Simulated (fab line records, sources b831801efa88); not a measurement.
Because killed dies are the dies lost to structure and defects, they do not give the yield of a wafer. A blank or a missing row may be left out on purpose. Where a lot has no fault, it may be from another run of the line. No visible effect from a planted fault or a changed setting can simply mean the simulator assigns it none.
fab line records    flow gf180mcu    part 1 of 2: steps 1 to 28 of 39
[record] lots = 5  wafers = 15  lastDay = 33
route steps=602 shown VT_IMPLANT@96
lots untouched by any fault: they come from a run of this same line in which no faults occurred
startH: start of the lot's first displayed wafer, in hours after the record's first day    waitH: how many hours have passed since the lot's step before this one    " unchanged from the row above    L1.1+2: several wafers, shown together as one row    - no value, or no start was given    * or withheld: withheld    < > ~ a bound
route shown NAME@n: a module of which the file shows steps, and the number in the route of the first    usual: mean and standard deviation over wafers with no fault    same: alike in all rows    chamber/n: place in a boat    sites: the reading at each site    _std_site: standard deviation across them    _edge_site: mean of outer sites minus mean of inner sites    radiusMm: for every site, how far away it sits from the centre of the wafer    mask NAME#n: copy n    behind: the tool/chamber that last shaped the wafer    hold: cause of the lot's hold/its duration in hours/its outcome    device: names the non-switching transistor (n, p or np)    end of line: the tests these same wafers got at the end of their route    a step with no rows: only its recipe    killed: dies lost to structure and defects at the first sort, not the wafer's yield    map: a wafer's dies, x killed, . not, _ none there
set.NAME: the setting that was run; set.NAME@STEP: the one run at that earlier step    model.NAME: the simulator's own value behind a step, which no gauge read
a table for each step, a row for each wafer; lots at some steps of the route
services: when a tool's chamber went out of use (startH, in hours from the record's first day, below 0 if earlier), for how many hours, and the reason
[[steps]]
[step GF_VT_IMPLANT_DEVELOP_06]
[recipe] developTimeS = 60  devTempC = 23
lot.wafer   tool           chamber  startH  waitH
L074.3+4+5  lithoTrack-03  0        114.11  0.1
L079.1+3+5  lithoTrack-02  0        136.49  0.1
L080.4+5+6  lithoTrack-02  0        146.01  0.1
L087.4+5+6  lithoTrack-04  0        189.71  0.1
L092.3+4+6  lithoTrack-02  0        229.49  0.1
[step GF_VT_IMPLANT_OVL_MEAS_07]
[usual] VT_IMPLANT_OVL = -0.3/1.3
lot.wafer  tool        chamber  startH  waitH  VT_IMPLANT_OVL[nm]
L074.3     overlay-01  -        114.22  0.1    -1.0
L074.4     "           -        "       "      0.2
L074.5     "           -        "       "      -0.1
L079.1     overlay-01  -        136.64  0.1    0.1
L079.3     "           -        "       "      0.4
L079.5     "           -        "       "      1.8
L080.4     overlay-01  -        146.10  0.1    0.5
L080.5     "           -        "       "      0.4
L080.6     "           -        "       "      1.4
L087.4     overlay-01  -        189.80  0.1    -0.1
L087.5     "           -        "       "      -1.1
L087.6     "           -        "       "      -0.1
L092.3     overlay-01  -        229.60  0.1    0.2
L092.4     "           -        "       "      -0.8
L092.6     "           -        "       "      0.0
[step GF_VT_IMPLANT_IMPLANT_08]
[recipe] species = BF2  energyKev = 20  doseCm2 = 8.29e+12  tiltDeg = 7
[usual] doseIonsCm2 = 8.289e+12/8.3e+09
lot.wafer  tool          chamber  startH  waitH  doseIonsCm2
L074.3     implanter-04  0        114.30  0.1    8.298e+12
L074.4     "             0        "       "      8.288e+12
L074.5     "             0        "       "      8.285e+12
L079.1     implanter-04  0        136.67  0.0    8.28e+12
L079.3     "             0        "       "      8.288e+12
L079.5     "             0        "       "      8.288e+12
L080.4     implanter-02  0        146.20  0.1    8.284e+12
L080.5     "             0        "       "      8.29e+12
L080.6     "             0        "       "      8.292e+12
L087.4     implanter-02  0        189.89  0.1    8.278e+12
L087.5     "             0        "       "      8.272e+12
L087.6     "             0        "       "      8.29e+12
L092.3     implanter-01  0        229.67  0.1    8.28e+12
L092.4     "             0        "       "      8.292e+12
L092.6     "             0        "       "      8.299e+12
[step GF_VT_IMPLANT_STRIP_09]
[recipe] chemistry = O2/N2  powerW = 1400  pressureMtorr = 1500  platenTempC = 250  o2FlowSccm = 3000  n2FlowSccm = 300  overashFraction = 0.5
[usual] drypumpMotorCurrentA = 5.8/0.34  heaterPowerW = 359/56  n2FlowSccm = 300.1/0.94  o2FlowSccm = 2999/9.2  oesProductAu = 0.716/0.0048  platenTempC = 249.98/0.17  stripTimeToEndpointS = 12.63/0.038
[same] overashFraction = 0.5
lot.wafer  tool            chamber  startH  waitH  drypumpMotorCurrentA  heaterPowerW  n2FlowSccm  o2FlowSccm  oesProductAu  platenTempC  rfHoursCounterH  stripTimeToEndpointS
L074.3     plasmaAsher-02  1        114.43  0.1    6.4                   368           301.9       3002        0.719         250.13       -                12.59
L074.4     "               0        "       "      6.4                   307           299.3       3002        0.721         249.76       -                12.60
L074.5     "               1        "       "      6.4                   368           299.5       2998        0.726         250.04       -                12.57
L079.1     plasmaAsher-03  1        136.82  0.1    5.8                   363           300.5       2996        0.723         250.15       2                12.68
L079.3     "               1        "       "      5.8                   364           301.1       2989        0.713         250.18       -                12.69
L079.5     "               0        "       "      5.9                   315           300.0       2994        0.724         250.10       -                12.66
L080.4     plasmaAsher-03  1        146.31  0.1    5.8                   372           298.5       3007        0.713         250.13       -                12.65
L080.5     "               0        "       "      5.9                   327           300.0       2996        0.704         249.75       -                12.67
L080.6     "               1        "       "      5.8                   383           298.4       3007        0.712         250.16       -                12.66
L087.4     plasmaAsher-02  0        190.00  0.1    6.5                   308           301.0       3019        0.713         250.00       -                12.61
L087.5     "               0        "       "      6.5                   304           301.5       3013        0.720         249.83       -                12.60
L087.6     "               1        "       "      6.4                   380           299.3       3007        0.718         249.72       -                12.62
L092.3     plasmaAsher-01  0        229.80  0.1    5.7                   310           299.2       2989        0.720         249.97       -                12.56
L092.4     "               1        "       "      5.4                   469           299.2       2992        0.710         249.88       -                12.59
L092.6     "               1        "       "      5.4                   455           299.8       3003        0.713         249.93       -                12.60
[step GF_VT_IMPLANT_TW_MEAS_10]
[usual] VT_IMPLANT_TW = 563/3.7
lot.wafer  tool          chamber  startH  waitH  VT_IMPLANT_TW
L074.3     filmMetro-02  -        114.52  0.1    561
L074.4     "             -        "       "      564
L074.5     "             -        "       "      559
L079.1     filmMetro-04  -        136.92  0.1    565
L079.3     "             -        "       "      564
L079.5     "             -        "       "      566
L080.4     filmMetro-02  -        146.40  0.1    560
L080.5     "             -        "       "      561
L080.6     "             -        "       "      558
L087.4     filmMetro-02  -        190.10  0.1    560
L087.5     "             -        "       "      559
L087.6     "             -        "       "      559
L092.3     filmMetro-01  -        229.89  0.1    566
L092.4     "             -        "       "      563
L092.6     "             -        "       "      564
[step GF_VT_IMPLANT_DEHYDRATE_11]
[recipe] tempC = 200  timeS = 60
lot.wafer   tool           chamber  startH  waitH
L074.3+4+5  lithoTrack-02  0        120.54  6.0
L079.1+3+5  lithoTrack-03  0        143.71  6.8
L080.4+5+6  lithoTrack-03  0        153.43  7.0
L087.4+5+6  lithoTrack-02  0        198.16  8.1
L092.3+4+6  lithoTrack-03  0        238.51  8.6
[step GF_VT_IMPLANT_HMDS_12]
[recipe] primeTimeS = 60  primeTempC = 120
lot.wafer   tool           chamber  startH  waitH
L074.3+4+5  lithoTrack-02  0        120.69  0.1
L079.1+3+5  lithoTrack-03  0        143.86  0.1
L080.4+5+6  lithoTrack-03  0        153.58  0.1
L087.4+5+6  lithoTrack-02  0        198.31  0.1
L092.3+4+6  lithoTrack-03  0        238.66  0.1
[step GF_VT_IMPLANT_COAT_13]
[recipe] resist = NOVOLAK  spinRpm = 3000  resistThkNm = 1000
lot.wafer   tool           chamber  startH  waitH
L074.3+4+5  lithoTrack-02  0        120.84  0.1
L079.1+3+5  lithoTrack-03  0        144.01  0.1
L080.4+5+6  lithoTrack-03  0        153.73  0.1
L087.4+5+6  lithoTrack-02  0        198.46  0.1
L092.3+4+6  lithoTrack-03  0        238.81  0.1
[step GF_VT_IMPLANT_SOFTBAKE_14]
[recipe] tempC = 90  timeS = 60  resist = NOVOLAK
lot.wafer   tool           chamber  startH  waitH
L074.3+4+5  lithoTrack-02  0        120.99  0.1
L079.1+3+5  lithoTrack-03  0        144.16  0.1
L080.4+5+6  lithoTrack-03  0        153.88  0.1
L087.4+5+6  lithoTrack-02  0        198.61  0.1
L092.3+4+6  lithoTrack-03  0        238.96  0.1
[step GF_VT_IMPLANT_EXPOSE_15]
[recipe] maskId = Nwell_LV_AREA  targetCdNm = 860  na = 0.6  sourceShape = conventional  sigmaOuter = 0.6  doseMj = 140
[usual] exposureDoseMJCm2 = 139.99/0.14
lot.wafer  tool             chamber  startH  waitH  mask             exposureDoseMJCm2
L074.3     ilineStepper-02  0        -       -      Nwell_LV_AREA#0  139.91
L074.4     "                0        "       "      Nwell_LV_AREA#0  139.86
L074.5     "                0        "       "      Nwell_LV_AREA#0  139.92
L079.1     ilineStepper-01  0        -       -      Nwell_LV_AREA#0  140.21
L079.3     "                0        "       "      Nwell_LV_AREA#0  139.94
L079.5     "                0        "       "      Nwell_LV_AREA#0  140.12
L080.4     ilineStepper-01  0        -       -      Nwell_LV_AREA#0  139.83
L080.5     "                0        "       "      Nwell_LV_AREA#0  140.01
L080.6     "                0        "       "      Nwell_LV_AREA#0  139.74
L087.4     ilineStepper-02  0        -       -      Nwell_LV_AREA#0  139.99
L087.5     "                0        "       "      Nwell_LV_AREA#0  139.96
L087.6     "                0        "       "      Nwell_LV_AREA#0  140.00
L092.3     ilineStepper-01  0        -       -      Nwell_LV_AREA#0  139.99
L092.4     "                0        "       "      Nwell_LV_AREA#0  139.96
L092.6     "                0        "       "      Nwell_LV_AREA#0  140.23
[step GF_VT_IMPLANT_PEB_16]
[recipe] tempC = withheld  timeS = *  resist = NOVOLAK
lot.wafer   tool           chamber  startH  waitH
L074.3+4+5  lithoTrack-04  0        -       -
L079.1+3+5  lithoTrack-04  0        -       -
L080.4+5+6  lithoTrack-02  0        -       -
L087.4+5+6  lithoTrack-04  0        -       -
L092.3+4+6  lithoTrack-03  0        -       -
[step GF_VT_IMPLANT_DEVELOP_17]
[recipe] developTimeS = 60  devTempC = 23
lot.wafer   tool           chamber  startH  waitH
L074.3+4+5  lithoTrack-04  0        127.58  0.1
L079.1+3+5  lithoTrack-04  0        152.13  0.1
L080.4+5+6  lithoTrack-02  0        161.56  0.1
L087.4+5+6  lithoTrack-04  0        207.36  0.1
L092.3+4+6  lithoTrack-03  0        247.56  0.1
[step GF_VT_IMPLANT_OVL_MEAS_18]
[usual] VT_IMPLANT_01_OVL = -0.9/1.6
lot.wafer  tool        chamber  startH  waitH  VT_IMPLANT_01_OVL[nm]
L074.3     overlay-02  -        127.70  0.1    0.8
L074.4     "           -        "       "      0.9
L074.5     "           -        "       "      1.0
L079.1     overlay-01  -        152.28  0.1    -2.8
L079.3     "           -        "       "      -0.8
L079.5     "           -        "       "      -2.8
L080.4     overlay-02  -        161.65  0.1    -2.8
L080.5     "           -        "       "      -0.8
L080.6     "           -        "       "      -1.4
L087.4     overlay-01  -        207.45  0.1    -2.0
L087.5     "           -        "       "      -0.6
L087.6     "           -        "       "      -0.9
L092.3     overlay-01  -        247.67  0.1    -1.8
L092.4     "           -        "       "      -3.3
L092.6     "           -        "       "      -2.9
[step GF_VT_IMPLANT_IMPLANT_19]
[recipe] species = As  energyKev = 100  doseCm2 = 4.35e+12  tiltDeg = 7
[usual] doseIonsCm2 = 4.349e+12/5.1e+09
lot.wafer  tool          chamber  startH  waitH  doseIonsCm2
L074.3     implanter-02  0        127.77  0.1    4.348e+12
L074.4     "             0        "       "      4.347e+12
L074.5     "             0        "       "      4.345e+12
L079.1     implanter-04  0        152.32  0.0    4.36e+12
L079.3     "             0        "       "      4.368e+12
L079.5     "             0        "       "      4.349e+12
L080.4     implanter-02  0        161.75  0.1    4.341e+12
L080.5     "             0        "       "      4.356e+12
L080.6     "             0        "       "      4.353e+12
L087.4     implanter-04  0        207.54  0.1    4.349e+12
L087.5     "             0        "       "      4.357e+12
L087.6     "             0        "       "      4.349e+12
L092.3     implanter-02  0        247.74  0.1    4.343e+12
L092.4     "             0        "       "      4.344e+12
L092.6     "             0        "       "      4.34e+12
[step GF_VT_IMPLANT_STRIP_20]
[recipe] chemistry = O2/N2  powerW = 1400  pressureMtorr = 1500  platenTempC = 250  o2FlowSccm = 3000  n2FlowSccm = 300  overashFraction = 0.5
[usual] drypumpMotorCurrentA = 5.9/0.38  heaterPowerW = 360/57  n2FlowSccm = 299.9/0.96  o2FlowSccm = 3000/8.8  oesProductAu = 0.717/0.0045  platenTempC = 250.02/0.17  stripTimeToEndpointS = 12.64/0.038
[same] overashFraction = 0.5
lot.wafer  tool            chamber  startH  waitH  drypumpMotorCurrentA  heaterPowerW  n2FlowSccm  o2FlowSccm  oesProductAu  platenTempC  rfHoursCounterH  stripTimeToEndpointS
L074.3     plasmaAsher-03  1        127.90  0.1    5.8                   373           299.8       2996        0.716         250.08       -                12.67
L074.4     "               0        "       "      6.0                   317           299.7       2998        0.708         250.18       -                12.64
L074.5     "               0        "       "      6.0                   306           299.7       3011        0.717         250.12       -                12.67
L079.1     plasmaAsher-01  0        152.47  0.1    5.7                   307           302.1       3012        0.717         250.17       47               12.67
L079.3     "               1        "       "      5.4                   453           300.4       2993        0.712         249.60       -                12.67
L079.5     "               1        "       "      5.4                   445           300.6       2997        0.714         249.92       -                12.68
L080.4     plasmaAsher-02  1        161.86  0.1    6.4                   385           300.0       2997        0.718         250.01       -                12.64
L080.5     "               1        "       "      6.4                   372           299.4       2994        0.716         250.07       -                12.63
L080.6     "               0        "       "      6.4                   313           300.0       3002        0.711         249.73       -                12.59
L087.4     plasmaAsher-02  0        207.65  0.1    6.5                   307           299.9       2992        0.716         250.12       -                12.67
L087.5     "               1        "       "      6.4                   374           300.1       2991        0.710         249.90       -                12.62
L087.6     "               0        "       "      6.4                   304           300.0       2998        0.717         249.95       -                12.65
L092.3     plasmaAsher-02  0        247.88  0.1    6.4                   311           300.8       2996        0.722         249.72       -                12.56
L092.4     "               1        "       "      6.4                   379           300.7       3011        0.720         249.86       -                12.58
L092.6     "               1        "       "      6.4                   371           298.4       2990        0.720         249.91       -                12.55
[step GF_VT_IMPLANT_TW_MEAS_21]
[usual] VT_IMPLANT_2_TW = 1215/8.8
lot.wafer  tool          chamber  startH  waitH  VT_IMPLANT_2_TW
L074.3     filmMetro-01  -        127.99  0.1    1212
L074.4     "             -        "       "      1219
L074.5     "             -        "       "      1220
L079.1     filmMetro-02  -        152.57  0.1    1201
L079.3     "             -        "       "      1206
L079.5     "             -        "       "      1202
L080.4     filmMetro-02  -        161.95  0.1    1195
L080.5     "             -        "       "      1198
L080.6     "             -        "       "      1205
L087.4     filmMetro-02  -        207.75  0.1    1206
L087.5     "             -        "       "      1204
L087.6     "             -        "       "      1211
L092.3     filmMetro-04  -        247.96  0.1    1224
L092.4     "             -        "       "      1225
L092.6     "             -        "       "      1227
[step GF_VT_IMPLANT_DEHYDRATE_22]
[recipe] tempC = 200  timeS = 60
lot.wafer   tool           chamber  startH  waitH
L074.3+4+5  lithoTrack-02  0        134.59  6.6
L079.1+3+5  lithoTrack-03  0        160.01  7.4
L080.4+5+6  lithoTrack-03  0        169.13  7.2
L087.4+5+6  lithoTrack-04  0        215.96  8.2
L092.3+4+6  lithoTrack-02  0        256.83  8.9
[step GF_VT_IMPLANT_HMDS_23]
[recipe] primeTimeS = 60  primeTempC = 120
lot.wafer   tool           chamber  startH  waitH
L074.3+4+5  lithoTrack-02  0        134.74  0.1
L079.1+3+5  lithoTrack-03  0        160.16  0.1
L080.4+5+6  lithoTrack-03  0        169.28  0.1
L087.4+5+6  lithoTrack-04  0        216.11  0.1
L092.3+4+6  lithoTrack-02  0        256.98  0.1
[step GF_VT_IMPLANT_COAT_24]
[recipe] resist = NOVOLAK  spinRpm = 3000  resistThkNm = 1000
lot.wafer   tool           chamber  startH  waitH
L074.3+4+5  lithoTrack-02  0        134.89  0.1
L079.1+3+5  lithoTrack-03  0        160.31  0.1
L080.4+5+6  lithoTrack-03  0        169.43  0.1
L087.4+5+6  lithoTrack-04  0        216.26  0.1
L092.3+4+6  lithoTrack-02  0        257.13  0.1
[step GF_VT_IMPLANT_SOFTBAKE_25]
[recipe] tempC = 90  timeS = 60  resist = NOVOLAK
lot.wafer   tool           chamber  startH  waitH
L074.3+4+5  lithoTrack-02  0        135.04  0.1
L079.1+3+5  lithoTrack-03  0        160.46  0.1
L080.4+5+6  lithoTrack-03  0        169.58  0.1
L087.4+5+6  lithoTrack-04  0        216.41  0.1
L092.3+4+6  lithoTrack-02  0        257.28  0.1
[step GF_VT_IMPLANT_EXPOSE_26]
[recipe] maskId = LVPWELL_HV_AREA  targetCdNm = 860  na = 0.6  sourceShape = conventional  sigmaOuter = 0.6  doseMj = 140
[usual] exposureDoseMJCm2 = 140.00/0.14
lot.wafer  tool             chamber  startH  waitH  mask               exposureDoseMJCm2
L074.3     ilineStepper-02  0        -       -      LVPWELL_HV_AREA#0  140.09
L074.4     "                0        "       "      LVPWELL_HV_AREA#0  139.82
L074.5     "                0        "       "      LVPWELL_HV_AREA#0  140.18
L079.1     ilineStepper-02  0        -       -      LVPWELL_HV_AREA#0  140.09
L079.3     "                0        "       "      LVPWELL_HV_AREA#0  140.22
L079.5     "                0        "       "      LVPWELL_HV_AREA#0  140.13
L080.4     ilineStepper-02  0        -       -      LVPWELL_HV_AREA#0  140.33
L080.5     "                0        "       "      LVPWELL_HV_AREA#0  140.04
L080.6     "                0        "       "      LVPWELL_HV_AREA#0  139.98
L087.4     ilineStepper-01  0        -       -      LVPWELL_HV_AREA#0  139.76
L087.5     "                0        "       "      LVPWELL_HV_AREA#0  139.82
L087.6     "                0        "       "      LVPWELL_HV_AREA#0  140.00
L092.3     ilineStepper-01  0        -       -      LVPWELL_HV_AREA#0  140.06
L092.4     "                0        "       "      LVPWELL_HV_AREA#0  140.28
L092.6     "                0        "       "      LVPWELL_HV_AREA#0  139.95
[step GF_VT_IMPLANT_PEB_27]
[recipe] tempC = withheld  timeS = *  resist = NOVOLAK
lot.wafer   tool           chamber  startH  waitH
L074.3+4+5  lithoTrack-04  0        -       -
L079.1+3+5  lithoTrack-03  0        -       -
L080.4+5+6  lithoTrack-02  0        -       -
L087.4+5+6  lithoTrack-03  0        -       -
L092.3+4+6  lithoTrack-02  0        -       -
[step GF_VT_IMPLANT_DEVELOP_28]
[recipe] developTimeS = 60  devTempC = 23
lot.wafer   tool           chamber  startH  waitH
L074.3+4+5  lithoTrack-04  0        142.53  0.1
L079.1+3+5  lithoTrack-03  0        168.31  0.1
L080.4+5+6  lithoTrack-02  0        177.96  0.1
L087.4+5+6  lithoTrack-03  0        225.53  0.1
L092.3+4+6  lithoTrack-02  0        266.78  0.1
[step GF_VT_IMPLANT_OVL_MEAS_29]
[usual] VT_IMPLANT_02_OVL = -0.6/1.3
lot.wafer  tool        chamber  startH  waitH  VT_IMPLANT_02_OVL[nm]
L074.3     overlay-01  -        142.65  0.1    -1.3
L074.4     "           -        "       "      -1.1
L074.5     "           -        "       "      0.6
L079.1     overlay-01  -        168.46  0.1    -1.4
L079.3     "           -        "       "      -0.6
L079.5     "           -        "       "      -0.5
L080.4     overlay-02  -        178.05  0.1    -2.4
L080.5     "           -        "       "      -1.3
L080.6     "           -        "       "      0.5
L087.4     overlay-01  -        225.63  0.1    -1.8
L087.5     "           -        "       "      -2.1
L087.6     "           -        "       "      -2.8
L092.3     overlay-02  -        266.90  0.1    -1.7
L092.4     "           -        "       "      -2.1
L092.6     "           -        "       "      -1.7
[step GF_VT_IMPLANT_IMPLANT_30]
[recipe] species = B  energyKev = 25  doseCm2 = 2.534e+12  tiltDeg = 7
[usual] doseIonsCm2 = 2.534e+12/2.7e+09
lot.wafer  tool          chamber  startH  waitH  doseIonsCm2
L074.3     implanter-04  0        142.72  0.1    2.5264e+12
L074.4     "             0        "       "      2.531e+12
L074.5     "             0        "       "      2.5295e+12
L079.1     implanter-02  0        168.49  0.0    2.5369e+12
L079.3     "             0        "       "      2.5384e+12
L079.5     "             0        "       "      2.5407e+12
L080.4     implanter-02  0        178.15  0.1    2.5357e+12
L080.5     "             0        "       "      2.534e+12
L080.6     "             0        "       "      2.5359e+12
L087.4     implanter-01  0        225.72  0.1    2.5329e+12
L087.5     "             0        "       "      2.5343e+12
L087.6     "             0        "       "      2.5363e+12
L092.3     implanter-02  0        266.97  0.1    2.5342e+12
L092.4     "             0        "       "      2.5386e+12
L092.6     "             0        "       "      2.5365e+12
[step GF_VT_IMPLANT_STRIP_31]
[recipe] chemistry = O2/N2  powerW = 1400  pressureMtorr = 1500  platenTempC = 250  o2FlowSccm = 3000  n2FlowSccm = 300  overashFraction = 0.5
[usual] drypumpMotorCurrentA = 6.1/0.38  heaterPowerW = 351/48  n2FlowSccm = 300.0/0.95  o2FlowSccm = 3001/9.7  oesProductAu = 0.716/0.0042  platenTempC = 249.97/0.17  stripTimeToEndpointS = 12.63/0.04
[same] overashFraction = 0.5
lot.wafer  tool            chamber  startH  waitH  drypumpMotorCurrentA  heaterPowerW  n2FlowSccm  o2FlowSccm  oesProductAu  platenTempC  rfHoursCounterH  stripTimeToEndpointS
L074.3     plasmaAsher-01  0        142.85  0.1    5.7                   310           301.1       2996        0.718         249.82       -                12.61
L074.4     "               1        "       "      5.4                   439           300.3       3001        0.715         249.87       -                12.63
L074.5     "               1        "       "      5.4                   461           299.3       3003        0.712         249.88       -                12.65
L079.1     plasmaAsher-02  1        168.64  0.1    6.3                   371           299.8       2998        0.714         249.92       55               12.77
L079.3     "               0        "       "      6.4                   315           301.3       2997        0.710         250.20       -                12.72
L079.5     "               1        "       "      6.4                   380           299.8       3005        0.712         250.08       -                12.69
L080.4     plasmaAsher-03  0        178.26  0.1    5.9                   324           300.1       2976        0.712         249.90       -                12.66
L080.5     "               1        "       "      5.8                   361           300.0       2996        0.721         249.82       -                12.65
L080.6     "               0        "       "      6.0                   322           298.3       2975        0.709         249.93       -                12.67
L087.4     plasmaAsher-02  0        225.83  0.1    6.4                   301           301.2       3008        0.714         249.94       -                12.59
L087.5     "               1        "       "      6.4                   364           300.3       2992        0.720         249.75       -                12.61
L087.6     "               0        "       "      6.4                   309           300.5       3008        0.723         250.06       -                12.57
L092.3     plasmaAsher-01  0        267.10  0.1    5.7                   308           299.0       2992        0.714         249.92       -                12.63
L092.4     "               1        "       "      5.4                   456           298.5       3006        0.713         250.10       -                12.62
L092.6     "               1        "       "      5.4                   454           300.9       3011        0.717         250.21       -                12.61
[step GF_VT_IMPLANT_TW_MEAS_32]
[usual] VT_IMPLANT_3_TW = 268.9/1.7
lot.wafer  tool          chamber  startH  waitH  VT_IMPLANT_3_TW
L074.3     filmMetro-04  -        142.97  0.1    268.2
L074.4     "             -        "       "      269.2
L074.5     "             -        "       "      269.4
L079.1     filmMetro-02  -        168.74  0.1    267.9
L079.3     "             -        "       "      267.0
L079.5     "             -        "       "      267.3
L080.4     filmMetro-01  -        178.35  0.1    267.0
L080.5     "             -        "       "      267.4
L080.6     "             -        "       "      268.6
L087.4     filmMetro-02  -        225.92  0.1    266.5
L087.5     "             -        "       "      266.9
L087.6     "             -        "       "      266.2
L092.3     filmMetro-04  -        267.19  0.1    269.8
L092.4     "             -        "       "      270.2
L092.6     "             -        "       "      270.4
[step GF_VT_IMPLANT_DEHYDRATE_33]
[recipe] tempC = 200  timeS = 60
lot.wafer   tool           chamber  startH  waitH
L074.3+4+5  lithoTrack-02  0        149.64  6.7
L079.1+3+5  lithoTrack-03  0        176.41  7.7
L080.4+5+6  lithoTrack-04  0        186.01  7.6
L087.4+5+6  lithoTrack-03  0        234.78  8.8
L092.3+4+6  lithoTrack-03  0        276.01  8.8
